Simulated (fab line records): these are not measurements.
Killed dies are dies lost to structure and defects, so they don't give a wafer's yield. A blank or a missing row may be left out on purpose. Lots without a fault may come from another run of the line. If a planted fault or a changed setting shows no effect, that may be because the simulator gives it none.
The same fault as seen by 2 desks / flow gf180mcu / each desk holds nothing but its own numbers, with what lay behind them at the end

FOR THE TOOL OWNER'S DESK: ilineStepper-01
The tool's own readings at GF_VT_IMPLANT_EXPOSE_15 (exposes mask Nwell LV AREA, target cd 860 nm): means of the sampled wafers that have a number, for each lot that ran on this tool. Any lot whose mean is over 4 standard deviations away from the usual mean is out of limits and marked OUT; that distance is given in the brackets.
Columns: A = exposureDoseMJCm2 at GF_VT_IMPLANT_EXPOSE_15, usual 140.00; B = focusOffsetNm at GF_VT_IMPLANT_EXPOSE_15, usual 0.1 nm
lot=L228; first seen here=day 6 13:14; A=139.86; B=-0.3
lot=L232; first seen here=day 7 10:23; A=139.94; B=0.1
lot=L234; first seen here=day 8 06:56; A=140.16; B=-0.1
lot=L235; first seen here=day 8 07:03; A=139.97; B=0.3
lot=L240; first seen here=day 9 11:20; A=140.07; B=-0.4
lot=L244; first seen here=day 10 10:29; A=139.91; B=-0.1
lot=L248; first seen here=day 11 14:13; A=139.85; B=0.2
lot=L250; first seen here=day 12 06:18; A=139.94; B=0.5
Result from this desk: across the 8 lots, nothing is out of limits.

METROLOGY DESK
Lot by lot, what the gauges showed, no matter which tool ran the lot: averages of those sampled wafers that carry a number. Any lot whose mean is over 4 standard deviations away from the usual mean is out of limits and marked OUT; that distance is given in the brackets.
Columns: A = NWELL_TW at GF_NWELL_TW_MEAS_11, usual 1581; B = VT_IMPLANT_OVL at GF_VT_IMPLANT_OVL_MEAS_07, usual -0.2 nm
lot=L228; first seen here=day 3 19:23; A=1553; B=-0.6
lot=L231; first seen here=day 4 09:48; A=1571; B=-0.4
lot=L232; first seen here=day 4 14:24; A=1567; B=1.1
lot=L234; first seen here=day 5 05:56; A=1573; B=-0.1
lot=L235; first seen here=day 5 06:42; A=1575; B=0.8
lot=L236; first seen here=day 5 10:37; A=1600; B=1.6
lot=L240; first seen here=day 6 07:16; A=1593; B=0.4
lot=L242; first seen here=day 6 19:05; A=1596; B=0.3
lot=L243; first seen here=day 7 01:12; A=1591; B=-0.7
lot=L244; first seen here=day 7 04:51; A=1571; B=-0.7
lot=L245; first seen here=day 7 12:04; A=1573; B=-1.0
lot=L247; first seen here=day 8 00:11; A=1590; B=0.6
lot=L248; first seen here=day 8 04:37; A=1588; B=-2.1
lot=L250; first seen here=day 8 18:29; A=1568; B=-1.2
Result from this desk: across the 14 lots, nothing is out of limits.

BROUGHT TOGETHER
The desk of the tool owner found nothing out of limits.
Nothing out of limits was seen by the metrology desk.

WHAT THE SIMULATOR PUT IN
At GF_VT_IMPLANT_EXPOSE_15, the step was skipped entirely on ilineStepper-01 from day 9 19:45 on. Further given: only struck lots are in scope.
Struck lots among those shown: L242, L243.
